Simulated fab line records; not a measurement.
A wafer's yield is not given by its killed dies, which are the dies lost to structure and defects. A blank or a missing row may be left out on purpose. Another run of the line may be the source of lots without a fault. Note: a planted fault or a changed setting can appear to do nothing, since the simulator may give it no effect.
Comparing a struck lot with a sound one + flow sky130 + 18 steps out of a route of 708
Sound: wafers L655.4, L655.5, L655.6. Struck: wafer L667.3 (L667.1, L667.6, from the same lot, were not struck and are left out); the cause is given at the end.
For every step that has rows: the tool of each side, followed by ch and its chambers, followed by its first start. Under that, the readings that differ: sound wafers + struck wafers + difference of the means + sigmas: that difference in standard deviations of wafers without a fault.
alike: readings with means less than 2 such deviations apart, plus words and numbers identical on both sides. not compared: withheld readings, readings lacking a value on some wafer, bounds such as >300 that could conceal the same value, and numbers that have no deviation in the record and whose values overlap.
A row with sigmas, a row that says differs or no value, or rows on one side alone: a step with any of these is where the two part. Numbers that have no deviation but don't overlap get no sigmas and don't part them. Lack of a reading on every wafer of one side parts them only where that side has two or more wafers.

first, 3 steps without rows for these wafers: SKY_VIA2_EXPOSE_09 (exposes mask VIM2, target cd 200 nm); SKY_VIA2_PEB_10; SKY_VIA2_DEVELOP_11 (develop time 60 s).
SKY_VIA2_CD_MEAS_12 targets a cd of 200 nm.
  sound on cdSem-01, day 35 23:06; struck on cdSem-01, day 40 17:18
  alike: cdNm
SKY_VIA2_OVL_MEAS_13:
  sound on overlay-01, day 35 23:11; struck on overlay-01, day 40 17:25
  alike: VIA2_OVL
SKY_VIA2_ETCH_14: etches BARC in N2/H2, stops on SiO2, time 45.9 s, target depth 60 nm.
  sound on rieDiel-02 ch 0,1,3, day 35 23:12; struck on rieDiel-01 ch 3, day 40 17:27
| reading                  | sound                | struck | difference | sigmas |
|--------------------------|----------------------|--------|------------|--------|
| drypumpMotorCurrentA (A) | 6.2 5.3 4.8          | 6.2    | +0.8       | +2     |
| throttleValvePct (%)     | 13.245 13.238 13.242 | 13.215 | -0.027     | -3     |
  alike: oesProductAu
  not compared: rfHoursCounterH
SKY_VIA2_ETCH_15: etches SiO2 in C4F8/O2/Ar, stops on TiN, target depth 546 nm, time 84 s.
  sound on rieDiel-02 ch 0,1,3, day 35 23:14; struck on rieDiel-01 ch 3, day 40 17:29
  alike: oesProductAu
  not compared: rfHoursCounterH
SKY_VIA2_STRIP_16: strips in O2/N2.
  sound on plasmaAsher-03 ch 0,1, day 35 23:20; struck on plasmaAsher-03 ch 0, day 40 17:34
  alike: drypumpMotorCurrentA, oesProductAu, stripTimeToEndpointS
  not compared: rfHoursCounterH
then, 3 steps without rows for these wafers: SKY_VIA2_STRIP_17 (strips in post etch residue remover, time 1200 s); SKY_VIA2_CLEAN_18 (cleans in IPA, time 180 s); SKY_VIA2_CLEAN_19 (cleans in O3/DIW).
SKY_VIA2_SPUTTER_20: material TiN, target thk 20 nm, time 80 s.
  sound on pvdSputter-01, day 35 23:59; struck on pvdSputter-01, day 40 18:11
  alike: throttleValvePct
SKY_VIA2_CVD_21: deposits W, target thk 420 nm, time 126.4 s.
  sound on cvdW-02 ch 0,1, day 36 00:05; struck on cvdW-02 ch 0, day 40 18:15
| reading                           | sound             | struck | difference | sigmas |
|-----------------------------------|-------------------|--------|------------|--------|
| model.W_of_VIA2_CVD_21.thkNm (nm) | 423.8 423.1 425.9 | 318.5  | -105.8     |        |
  alike: heaterPowerW
  not compared: sinceWetCleanH
SKY_VIA2_RS_MEAS_22: a four-point-probe measurement.
  sound on filmMetro-01, day 36 00:14; struck on filmMetro-02, day 40 18:23
| reading            | sound                | struck | difference | sigmas |
|--------------------|----------------------|--------|------------|--------|
| VIA2_W_RS (ohm/sq) | 0.2701 0.2702 0.2680 | 0.3622 | +0.0928    | +36    |
SKY_VIA2_THK_MEAS_23: measures by xrf.
  sound on filmMetro-01, day 36 00:20; struck on filmMetro-02, day 40 18:30
| reading         | sound       | struck | difference | sigmas |
|-----------------|-------------|--------|------------|--------|
| VIA2_W_THK (nm) | 416 410 415 | 322    | -92        | -12    |
SKY_VIA2_CMP_24: polishes, stops on SiO2, t overpolish 20 s, target thk 0 nm.
  sound on cmp-02 ch 0,1, day 36 00:25; struck on cmp-02 ch 3, day 40 18:37
| reading             | sound       | struck | difference | sigmas |
|---------------------|-------------|--------|------------|--------|
| timeToEndpointS (s) | 108 109 106 | 77     | -31        | -9     |
  alike: edgeZonePressureFrac, motorCurrentA
SKY_METAL3_SPUTTER_00: material Ti, target thk 15 nm, time 10 s.
  sound on pvdSputter-03, day 36 00:40; struck on pvdSputter-03, day 40 18:52
  alike: throttleValvePct
-- the record jumps here: 8 days lie between the struck wafers' starts before and after (it left off in module METAL3 and takes up again in module PAD_OPEN, whose first step shown is number 708 of the route) --
SKY_PAD_OPEN_PROBE_99:
  only the struck wafers here have rows in the record (prober-01, day 49 06:09); the sound ones have none

WHERE THEY PART
At SKY_VIA2_ETCH_14 first; at SKY_PAD_OPEN_PROBE_99 last (within this record only).

WHY: what had been put in by the simulator
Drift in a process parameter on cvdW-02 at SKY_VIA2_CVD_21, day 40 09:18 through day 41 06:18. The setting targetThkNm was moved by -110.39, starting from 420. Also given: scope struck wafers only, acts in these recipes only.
